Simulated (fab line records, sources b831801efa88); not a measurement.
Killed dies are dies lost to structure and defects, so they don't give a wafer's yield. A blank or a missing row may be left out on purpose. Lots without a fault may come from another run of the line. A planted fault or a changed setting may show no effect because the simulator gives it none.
Which tool did it? | flow gf180mcu | 14 lots, 42 wafers sampled, at 4 steps of a route of 602

WHAT THE GAUGES READ, wafer by wafer
GF_MVSD_TW_MEAS_11. Usual: MVSD_TW 1564, standard deviation 7.8.
lot  | measured    | on            | MVSD_TW        | flag
L803 | day 4 22:23 | film_metro-02 | 1556 1560 1563 |
L804 | day 5 07:16 | film_metro-04 | 1563 1568 1570 |
L805 | day 5 09:21 | film_metro-01 | 1563 1572 1558 |
L807 | day 5 21:39 | film_metro-01 | 1571 1566 1566 |
L808 | day 6 01:27 | film_metro-02 | 1566 1573 1566 |
L809 | day 6 10:55 | film_metro-01 | 1567 1565 1563 |
L810 | day 6 14:38 | film_metro-04 | 1559 1557 1565 |
L811 | day 6 19:18 | film_metro-02 | 1582 1578 1578 |
L812 | day 7 02:51 | film_metro-04 | 1570 1555 1575 |
L813 | day 7 10:01 | film_metro-02 | 1575 1560 1568 |
L814 | day 7 14:22 | film_metro-04 | 1556 1563 1558 |
L817 | day 8 10:43 | film_metro-02 | 1579 1571 1577 |
L819 | day 8 18:04 | film_metro-01 | 1548 1553 1553 |
L823 | day 9 17:53 | film_metro-01 | 1557 1561 1567 |

GF_VT_IMPLANT_TW_MEAS_10. Usual: VT_IMPLANT_TW 565.1, standard deviation 2.9.
lot  | measured     | on            | VT_IMPLANT_TW     | flag
L803 | day 6 03:08  | film_metro-01 | 565.8 565.4 567.2 |
L804 | day 6 12:54  | film_metro-02 | 569.7 569.8 568.2 |
L805 | day 6 14:54  | film_metro-03 | 560.8 559.4 562.4 |
L807 | day 7 04:15  | film_metro-01 | 566.5 562.8 563.5 |
L808 | day 7 08:42  | film_metro-03 | 563.0 564.0 563.2 |
L809 | day 7 18:13  | film_metro-03 | 562.6 564.4 561.3 |
L810 | day 7 21:22  | film_metro-02 | 568.0 568.2 567.3 |
L811 | day 8 03:26  | film_metro-03 | 566.9 561.0 564.2 |
L812 | day 8 11:10  | film_metro-02 | 571.0 570.5 569.6 |
L813 | day 8 18:32  | film_metro-03 | 564.0 565.2 563.9 |
L814 | day 8 21:50  | film_metro-03 | 566.7 563.2 566.2 |
L817 | day 9 20:44  | film_metro-03 | 563.8 560.8 561.8 |
L819 | day 10 03:36 | film_metro-01 | 561.4 562.8 561.9 |
L823 | day 11 07:04 | film_metro-03 | 564.3 562.7 564.7 |

WHICH TOOL RAN EACH LOT (tool, then ch and the chambers of the sampled wafers, then the start)
lot  | GF_NWELL_STRIP_10                   | GF_LVPWELL_IMPLANT_09
L803 | plasma_asher-03 ch 0,1, day 3 18:45 | implanter-01 ch 0, day 4 07:52
L804 | plasma_asher-01 ch 0,1, day 4 02:38 | implanter-04 ch 0, day 4 16:27
L805 | plasma_asher-03 ch 0,1, day 4 04:53 | implanter-01 ch 0, day 4 18:29
L807 | plasma_asher-02 ch 0,1, day 4 16:07 | implanter-04 ch 0, day 5 06:02
L808 | plasma_asher-01 ch 0,1, day 4 20:17 | implanter-04 ch 0, day 5 10:21
L809 | plasma_asher-02 ch 0,1, day 5 04:41 | implanter-03 ch 0, day 5 19:08
L810 | plasma_asher-03 ch 0,1, day 5 08:00 | implanter-01 ch 0, day 5 22:17
L811 | plasma_asher-01 ch 0,1, day 5 13:20 | implanter-01 ch 0, day 6 03:48
L812 | plasma_asher-01 ch 0,1, day 5 19:58 | implanter-01 ch 0, day 6 11:03
L813 | plasma_asher-03 ch 0,1, day 6 02:08 | implanter-01 ch 0, day 6 17:57
L814 | plasma_asher-03 ch 0,1, day 6 07:15 | implanter-03 ch 0, day 6 22:14
L817 | plasma_asher-02 ch 0,1, day 7 01:38 | implanter-01 ch 0, day 7 17:29
L819 | plasma_asher-03 ch 0,1, day 7 09:36 | implanter-04 ch 0, day 8 01:36
L823 | plasma_asher-03 ch 0,1, day 8 08:15 | implanter-04 ch 0, day 9 00:55
- GF_NWELL_STRIP_10: strips in O2/N2.
- GF_LVPWELL_IMPLANT_09

WHAT THE TOOLS THEMSELVES READ (means of the sampled wafers that have a number; where no wafer has one, the mark that the record gives instead)
GF_NWELL_STRIP_10. Usual: drypump_motor_current_A 5.5 A, standard deviation 0.47; heater_power_w 316 W, standard deviation 15; oes_product_au 0.722 a.u., standard deviation 0.0044; strip_time_to_endpoint_s 36.98 s, standard deviation 0.11.
lot  | tool            | drypump_motor_current_A (A) | heater_power_w (W) | oes_product_au (a.u.) | strip_time_to_endpoint_s (s) | flag
L803 | plasma_asher-03 | 5.3                         | 319                | 0.720                 | 36.84                        |
L804 | plasma_asher-01 | 5.2                         | 333                | 0.720                 | 36.76                        |
L805 | plasma_asher-03 | 5.3                         | 314                | 0.724                 | 36.89                        |
L807 | plasma_asher-02 | 6.2                         | 298                | 0.724                 | 36.85                        |
L808 | plasma_asher-01 | 5.2                         | 329                | 0.726                 | 36.87                        |
L809 | plasma_asher-02 | 6.4                         | 298                | 0.719                 | 37.08                        |
L810 | plasma_asher-03 | 5.3                         | 314                | 0.723                 | 36.99                        |
L811 | plasma_asher-01 | 5.2                         | 326                | 0.719                 | 37.05                        |
L812 | plasma_asher-01 | 5.2                         | 324                | 0.722                 | 36.92                        |
L813 | plasma_asher-03 | 5.3                         | 309                | 0.723                 | 37.07                        |
L814 | plasma_asher-03 | 5.3                         | 317                | 0.720                 | 36.98                        |
L817 | plasma_asher-02 | 6.4                         | 305                | 0.722                 | 36.90                        |
L819 | plasma_asher-03 | 5.3                         | 315                | 0.724                 | 37.07                        |
L823 | plasma_asher-03 | 5.3                         | 315                | 0.724                 | 36.97                        |

GF_LVPWELL_IMPLANT_09. Usual: beam_energy_keV 60.002, standard deviation 0.021; tilt_deg 0.001 degrees, standard deviation 0.019.
lot  | tool         | beam_energy_keV | tilt_deg (degrees) | flag
L803 | implanter-01 | 60.008          | 0.000              |
L804 | implanter-04 | 60.015          | 0.008              |
L805 | implanter-01 | 60.001          | -0.008             |
L807 | implanter-04 | 60.011          | 0.004              |
L808 | implanter-04 | 59.982          | 0.009              |
L809 | implanter-03 | 60.036          | 0.006              |
L810 | implanter-01 | 59.997          | 0.018              |
L811 | implanter-01 | 60.006          | -0.001             |
L812 | implanter-01 | 59.982          | -0.005             |
L813 | implanter-01 | 55.537          | 0.005              | OFF
L814 | implanter-03 | 59.995          | 0.020              |
L817 | implanter-01 | 55.511          | 0.005              | OFF
L819 | implanter-04 | 60.001          | 0.018              |
L823 | implanter-04 | 60.006          | 0.006              |

THE ANSWER, worked out from the rows above alone
Rule: a lot is off if the mean of its wafers that have a number lies more than 3 standard deviations from the usual mean. A lot without any number at a reading at which 4 lots or more have one is off too. The other lots that the step has rows for count as sound. The gauges are gone through in route order, then the tools' own readings, and for those a lot's mean is taken as printed above. The first step at which some lot is off is used, and at that step the reading that is off furthest; a lot without a number counts as furthest.
Off: L813, L817, at GF_LVPWELL_IMPLANT_09 (beam_energy_keV).
A tool fits if, at that step or a process step before it, it ran every lot that is off, and no sound lot after the first of them. One fits: implanter-01 at GF_LVPWELL_IMPLANT_09. Its last sound lot is L812 (day 6 11:03), its first lot that is off L813 (day 6 17:57): a fault that began between those two fits.
The tool's own readings at GF_LVPWELL_IMPLANT_09 bear it out: on the lots that are off they differ by more than 5 times the standard deviation of the sound lots' means. beam_energy_keV reads 55.524 there against 60.003 on the sound lots.

WHAT THE SIMULATOR HAD PUT IN
Process parameter drift: implanter-01, from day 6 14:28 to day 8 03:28, at GF_LVPWELL_IMPLANT_09. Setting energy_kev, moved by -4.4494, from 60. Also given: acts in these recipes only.
Lots struck among those shown: L813, L817. The rule above found the same.
